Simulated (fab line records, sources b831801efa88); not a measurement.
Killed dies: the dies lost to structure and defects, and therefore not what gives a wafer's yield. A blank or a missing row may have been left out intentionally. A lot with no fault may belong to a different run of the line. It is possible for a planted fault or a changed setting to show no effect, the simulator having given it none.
A lot that was struck, set against a sound lot || flow sfq line || 42 out of 325 route steps
Sound: these wafers, L370.1, L370.2, L370.3. Struck: wafer L384.4 (L384.2, L384.3, from the same lot, were not struck and are left out); the cause is given at the end.
Per side, at each step with rows, come the tool, then ch with its chambers, and then its first start. Under that, the readings that differ: sound wafers || struck wafers || difference of the means || sigmas: that difference in standard deviations of wafers without a fault.
alike: readings with means less than 2 such deviations apart, plus words and numbers identical on both sides. not compared: withheld readings, readings lacking a value on some wafer, bounds such as >300 that could conceal the same value, and numbers that have no deviation in the record and whose values overlap.
A row with sigmas, a row that says differs or no value, or rows on one side alone: a step with any of these is where the two part. When numbers do not overlap yet have no deviation, they are printed without sigmas and do not part them. Lack of a reading on every wafer of one side parts them only where that side has two or more wafers.

first, 6 steps without rows for these wafers: SFQ_TRILAYER_M4_LITHO_COAT_098 (resist thk 62 nm); SFQ_TRILAYER_M4_LITHO_COAT_093 (resist thk 600 nm); SFQ_TRILAYER_M4_LITHO_SOFTBAKE_097; SFQ_TRILAYER_M4_LITHO_EXPOSE_094 (exposes mask M4, target cd 500 nm); SFQ_TRILAYER_M4_LITHO_PEB_096 (peb time 60 s); SFQ_TRILAYER_M4_LITHO_DEVELOP_095 (time 60 s).
SFQ_M4_OVL_MEAS_926:
  sound: overlay-02 at day 42 08:13; struck: overlay-01 at day 55 23:15
  alike: M4_OVL
SFQ_TRILAYER_M4_BARC_OPEN_METAL_ETCH_123: etches BARC in O2, target depth 125 nm, time 41.7 s.
  sound on rie metal-02 ch 0,1, day 42 08:16; struck on rie metal-03 ch 1, day 55 23:18
  alike: drypump motor current A, oes product au
  not compared: rf hours counter h
then, 1 step without rows for these wafers: SFQ_TRILAYER_M4_ETCH_METAL_ETCH_096 (etches Nb in Cl2/Ar, stops on SiO2, target depth 240 nm, time 120 s).
SFQ_TRILAYER_M4_STRIP_STRIP_097: strips in O2.
  sound on rie metal-02 ch 0,1, day 42 08:26; struck on rie metal-03 ch 1, day 55 23:51
  alike: drypump motor current A, oes product au, platen temp c
  not compared: rf hours counter h
then, 1 step without rows for these wafers: SFQ_TRILAYER_M4_STRIP_SOLV_CLEAN_098 (cleans in NMP, time 600 s).
SFQ_TRILAYER_I4_DEP_PECVD_099: deposits SiO2 from SiH4/N2O, time 111.11 s, target thk 500 nm.
  sound on pecvd-01 ch 0,1,2, day 42 09:13; struck on pecvd-02 ch 2, day 56 01:01
  alike: heater power w, susceptor temp C, throttle valve pct
  not compared: since wet clean h
SFQ_TRILAYER_I4_CMP_CMP_100: polishes SiO2.
  sound on cmp-02 ch 1,2,3, day 42 18:07; struck on cmp-01 ch 0, day 56 03:55
{"reading": "motor current A (A)", "sound": "10.6 9.4 9.7", "struck": 12.1, "difference": "+2.2", "sigmas": "+2"}
{"reading": "time to endpoint s (s)", "sound": "206 206 204", "struck": 239, "difference": "+34", "sigmas": "+5"}
{"reading": "model.SiO2_of_TRILAYER_I4_DEP_PECVD_099.thk nm (nm)", "sound": "201 198.7 200", "struck": 179.4, "difference": -20.5, "sigmas": ""}
  alike: head pressure psi
SFQ_I4_BOW_MEAS_927:
  sound: film metro-04 at day 42 21:07; struck: film metro-01 at day 56 06:26
  alike: I4_BOW
SFQ_TRILAYER_I4_METRO_MEASURE_101:
  sound: film metro-04 at day 42 21:14; struck: film metro-01 at day 56 06:44
{"reading": "thk nm (nm)", "sound": "201.0 198.8 200.1", "struck": 179.4, "difference": -20.6, "sigmas": -24}
then, 6 steps without rows for these wafers: SFQ_TRILAYER_I4_VIA_LITHO_COAT_108 (resist thk 62 nm); SFQ_TRILAYER_I4_VIA_LITHO_COAT_103 (resist thk 650 nm); SFQ_TRILAYER_I4_VIA_LITHO_SOFTBAKE_107; SFQ_TRILAYER_I4_VIA_LITHO_EXPOSE_104 (exposes mask I4, target cd 700 nm); SFQ_TRILAYER_I4_VIA_LITHO_PEB_106 (peb time 60 s); SFQ_TRILAYER_I4_VIA_LITHO_DEVELOP_105 (time 60 s).
SFQ_I4_OVL_MEAS_928:
  sound: overlay-02 at day 48 17:46; struck: overlay-02 at day 56 17:15
  alike: I4_OVL
SFQ_TRILAYER_I4_VIA_BARC_OPEN_VIA_ETCH_146: etches BARC in O2, target depth 125 nm, time 41.7 s.
  sound on rie diel-01 ch 1,2,3, day 48 17:48; struck on rie diel-02 ch 1, day 56 17:17
  alike: drypump motor current A, oes product au
  not compared: rf hours counter h
SFQ_TRILAYER_I4_VIA_ETCH_VIA_ETCH_106: etches SiO2 in CHF3, stops on Nb, target depth 260 nm.
  sound on rie diel-01 ch 1,2,3, day 48 17:50; struck on rie diel-02 ch 1, day 56 17:19
{"reading": "oes product au (a.u.)", "sound": "0.849 0.863 0.857", "struck": 0.805, "difference": -0.051, "sigmas": -10}
{"reading": "model.etch.depth nm (nm)", "sound": "201 198.7 200", "struck": 179.4, "difference": -20.5, "sigmas": ""}
{"reading": "model.I4.feature depth nm (nm)", "sound": "201 198.7 200", "struck": 179.4, "difference": -20.5, "sigmas": ""}
  alike: drypump motor current A
then, 7 steps without rows for these wafers: SFQ_TRILAYER_I4_VIA_STRIP_STRIP_107 (strips in O2); SFQ_TRILAYER_I4_VIA_STRIP_SOLV_CLEAN_108 (cleans in NMP, time 600 s); SFQ_TRILAYER_JJ_TRILAYER_DEP_PRE_CLEAN_113 (time 22.5 s); SFQ_TRILAYER_JJ_TRILAYER_DEP_SPUTTER_109 (material Nb, target thk 150 nm, time 100 s); SFQ_TRILAYER_JJ_TRILAYER_DEP_SPUTTER_110 (material Al, target thk 8 nm, time 10 s); SFQ_TRILAYER_JJ_TRILAYER_DEP_AL_OXIDATION_111 (oxidation time 600 s); SFQ_TRILAYER_JJ_TRILAYER_DEP_SPUTTER_112 (material Nb, target thk 170 nm, time 113.3 s).
SFQ_JJ_RS_MEAS_929: measures by four-point-probe.
  sound: film metro-03 at day 48 19:56; struck: film metro-01 at day 56 19:26
  alike: JJ_NB_RS
then, 6 steps without rows for these wafers: SFQ_TRILAYER_JJ_CE_LITHO_COAT_119 (resist thk 62 nm); SFQ_TRILAYER_JJ_CE_LITHO_COAT_114 (resist thk 600 nm); SFQ_TRILAYER_JJ_CE_LITHO_SOFTBAKE_118; SFQ_TRILAYER_JJ_CE_LITHO_EXPOSE_115 (exposes mask J5, target cd 700 nm); SFQ_TRILAYER_JJ_CE_LITHO_PEB_117 (peb time 60 s); SFQ_TRILAYER_JJ_CE_LITHO_DEVELOP_116 (time 60 s).
-- the record jumps here: 4 days lie between the struck wafers' starts before and after --
SFQ_JJ_OVL_MEAS_931:
  sound: overlay-02 at day 54 02:11; struck: overlay-01 at day 61 06:34
  alike: J5_OVL
SFQ_TRILAYER_JJ_CE_METRO_MEASURE_117:
  sound: cd sem-01 at day 54 02:13; struck: cd sem-01 at day 61 06:48
  alike: cd nm
then, 1 step without rows for these wafers: SFQ_TRILAYER_JJ_CE_BARC_OPEN_RIE_150 (chemistry O2, target BARC, target depth 240 nm, time 80 s).
-- the record jumps here: 4 days lie between the struck wafers' starts before and after --
SFQ_TRILAYER_M5_ETCH_METAL_ETCH_126: etches Nb in Cl2/BCl3, stops on SiO2, time 203.2 s, target depth 265 nm.
  sound on rie metal-01 ch 0,1, day 59 10:16; struck on rie metal-03 ch 0, day 65 01:52
{"reading": "model.SiO2_of_TRILAYER_I4_DEP_PECVD_099.thk nm (nm)", "sound": "181.5 179 180.4", "struck": 159.7, "difference": -20.6, "sigmas": ""}
  alike: drypump motor current A, oes product au
  not compared: rf hours counter h

## WHERE THEY PART
At SFQ_TRILAYER_I4_CMP_CMP_100 first; at SFQ_TRILAYER_I4_VIA_ETCH_VIA_ETCH_106 last (within this record only). Later steps at which nothing parts them and some readings are alike: SFQ_JJ_RS_MEAS_929, SFQ_JJ_OVL_MEAS_931, SFQ_TRILAYER_JJ_CE_METRO_MEASURE_117, SFQ_TRILAYER_M5_ETCH_METAL_ETCH_126.

WHY: whatever the simulator had introduced
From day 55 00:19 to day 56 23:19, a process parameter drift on cmp-01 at SFQ_TRILAYER_I4_CMP_CMP_100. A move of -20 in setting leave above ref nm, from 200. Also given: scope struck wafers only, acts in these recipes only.
